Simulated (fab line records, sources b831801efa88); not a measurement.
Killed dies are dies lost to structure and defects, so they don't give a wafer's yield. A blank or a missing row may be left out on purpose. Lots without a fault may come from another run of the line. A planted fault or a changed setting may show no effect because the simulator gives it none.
Chamber matching | flow sfq_line | SFQ_TRILAYER_I4_CMP_CMP_100 on cmp-01: 4 sister chambers
The step polishes SiO2. 8 wafers are shown with their chamber, then 8 later ones without.

WAFERS WITH THEIR CHAMBER
wafer  | chamber | time_to_endpoint_s (s) | head_pressure_psi (psi)
L545.6 | 0       | 220                    | 2.992
L546.1 | 3       | 213                    | 3.008
L546.6 | 0       | 233                    | 3.004
L549.3 | 3       | 208                    | 3.011
L549.2 | 1       | 213                    | 3.011
L563.1 | 1       | 203                    | 3.004
L563.5 | 2       | 230                    | 3.000
L565.1 | 2       | 216                    | 3.000

WAFERS WITHOUT THEIR CHAMBER
wafer  | time_to_endpoint_s (s) | head_pressure_psi (psi)
L565.4 | 202                    | 3.003
L565.5 | 213                    | 2.995
L566.4 | 231                    | 2.996
L566.5 | 214                    | 3.003
L566.6 | 216                    | 3.000
L567.2 | 213                    | 3.003
L567.5 | 224                    | 2.989
L567.6 | 218                    | 2.996

WHICH CHAMBER EACH WENT THROUGH
wafer  | from the rows above               | in truth
L565.4 | can't be placed: 1 or 3 or 2      | 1
L565.5 | can't be placed: 2 or 0 or 1 or 3 | 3
L566.4 | can't be placed: 0 or 2           | 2
L566.5 | can't be placed: 1 or 2 or 3 or 0 | 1
L566.6 | can't be placed: 2 or 0 or 1 or 3 | 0
L567.2 | can't be placed: 1 or 3 or 2 or 0 | 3
L567.5 | can't be placed: 0 or 2           | 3
L567.6 | can't be placed: 2 or 0 or 1 or 3 | 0
Placed correctly: 0 of 8. Can't be placed from these rows: 8 (the true chamber is among the candidates in 7). Placed wrongly: 0.
How it was worked out, from the rows above alone: a wafer's distance from a chamber is the root of the sum, over the readings, of the square of ((its reading less the chamber's mean) divided by the reading's scatter). The wafer belongs to the nearest chamber; if the next one is less than 2 further off, it can't be placed. A chamber's mean is the mean of its shown wafers. The scatter: the root of (the sum of the squares of (reading less its chamber's mean) over the shown wafers, divided by (wafers less chambers)).
